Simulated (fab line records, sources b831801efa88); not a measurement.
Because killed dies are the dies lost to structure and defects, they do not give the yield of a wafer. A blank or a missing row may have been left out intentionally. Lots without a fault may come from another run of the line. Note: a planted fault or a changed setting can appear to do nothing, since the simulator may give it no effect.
Split-lot experiment	flow sky130	route with 708 steps; 5 lots, 27 wafers read

ABOUT THE SPLIT
At SKY_PASSIVATION_ETCH_11 (etches the open film in CF4/O2, stops on AlCu, target depth 725 nm, time 161.1 s), the setting timeS was moved away from the recipe's 161.1 s on 9 of the 27 wafers read, by -45.6% to -24.6%. The other wafers ran this setting at the recipe's value.

The reading is taken at the split's own step.

THE READING
coat_of_PASSIVATION_COAT_06.thkNm (the simulator's own value, which no gauge read), in nm, at SKY_PASSIVATION_ETCH_11 (etches the open film in CF4/O2, stops on AlCu, target depth 725 nm, time 161.1 s). There is no usual value for it anywhere in the file. Here, 18 wafers ran the recipe; their average is 2512 nm with a standard deviation of 8.3 nm.

wafer	tool, chamber at the split	timeS as run, s	against the recipe	coat_of_PASSIVATION_COAT_06.thkNm, nm	against lot-mates on the recipe
L077.1	rieDiel-01, 3	88.37	-45.1%	2728	+223
L077.2	rieDiel-01, 1	88.37	-45.1%	2724	+219
L077.3	rieDiel-01, 0	161.1	recipe	2500	-
L077.4	rieDiel-01, 2	88.37	-45.1%	2724	+219
L077.5	rieDiel-01, 3	161.1	recipe	2510	-
L077.6	rieDiel-01, 2	161.1	recipe	2504	-
L080.1	rieDiel-02, 1	161.1	recipe	2514	-
L080.2	rieDiel-02, 0	121.5	-24.6%	2633	+119
L080.3	rieDiel-02, 3	121.5	-24.6%	2619	+105
L080.4	rieDiel-02, 2	161.1	recipe	2506	-
L080.5	rieDiel-02, 2	121.5	-24.6%	2628	+114
L080.6	rieDiel-02, 1	161.1	recipe	2523	-
L082.1	rieDiel-02, 2	161.1	recipe	2528	-
L082.2	rieDiel-02, 3	87.67	-45.6%	2728	+210
L082.3	rieDiel-02, 1	87.67	-45.6%	2737	+219
L082.4	rieDiel-02, 0	161.1	recipe	2523	-
L082.5	rieDiel-02, 2	161.1	recipe	2504	-
L082.6	rieDiel-02, 3	87.67	-45.6%	2730	+212
L084.1	rieDiel-02, 0	161.1	recipe	2508	-
L084.2	rieDiel-02, 2	161.1	recipe	2512	-
L084.4	rieDiel-02, 3	161.1	recipe	2497	-
L085.1	rieDiel-03, 2	161.1	recipe	2519	-
L085.2	rieDiel-03, 0	161.1	recipe	2513	-
L085.3	rieDiel-03, 3	161.1	recipe	2520	-
L085.4	rieDiel-03, 1	161.1	recipe	2520	-
L085.5	rieDiel-03, 0	161.1	recipe	2515	-
L085.6	rieDiel-03, 1	161.1	recipe	2508	-

FIT RESULTS
A straight line over all 27 wafers: coat_of_PASSIVATION_COAT_06.thkNm changes by -4.75 nm for each +1% of timeS; r = -1.00; the points scatter about the line by 7.6 nm.
The same after taking each lot's own level away (the mean of its wafers on the recipe; 27 wafers): -4.76 nm for each +1%; r = -1.00; scatter 6.7 nm.
That fit puts the effect of the largest move of timeS on the reading at 2.2e+02 nm.
Across the lots, their own levels run from 2504.7 to 2518.3 nm, a range of 1.6 times the standard deviation given above.
Hence the lot-to-lot level has little effect on the slope; both slopes agree.
Check: with one of the wafers moved furthest among these (-45.6%) left out of the fit, the line predicts +218 nm for it against its lot-mates. It came out at +210 nm against them.

OTHER SPLITS ON THESE WAFERS
Before the reading, these wafers also passed through other splits. Each is held against what the fit with the lots' levels taken away leaves over:
other split on the same wafers	wafers away from the commonest value	r with coat_of_PASSIVATION_COAT_06.thkNm (lot level and that fit taken away)
SKY_CAPM_SPUTTER_02 timeS	6	+0.16
SKY_METAL4_SPUTTER_02 timeS	6	+0.08
SKY_METAL4_ETCH_17 timeS	12	+0.13
SKY_METAL5_SPUTTER_03 timeS	6	+0.04

THE WHOLE CHAIN: every reading that the file lists as answering this split, in the file's order
step	what it does	reading	change (the file's fit)	r (the file's)
SKY_PASSIVATION_ETCH_11	etches the open film in CF4/O2, stops on AlCu, target depth 725 nm, time 161.1 s	PASSIVATION.featureDepthNm (the simulator's own value, which no gauge read)	+6.87 nm for each +1% of the setting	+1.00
SKY_PASSIVATION_ETCH_11	etches the open film in CF4/O2, stops on AlCu, target depth 725 nm, time 161.1 s	coat_of_PASSIVATION_COAT_06.thkNm (the simulator's own value, which no gauge read)	-4.76 nm for each +1% of the setting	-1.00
SKY_PASSIVATION_STRIP_12	strips in O2/N2	stripTimeToEndpointS	withheld for each +1% of the setting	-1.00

FILE'S OWN FIT
coat_of_PASSIVATION_COAT_06.thkNm changes by -4.76 nm for each +1% of timeS, r = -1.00.
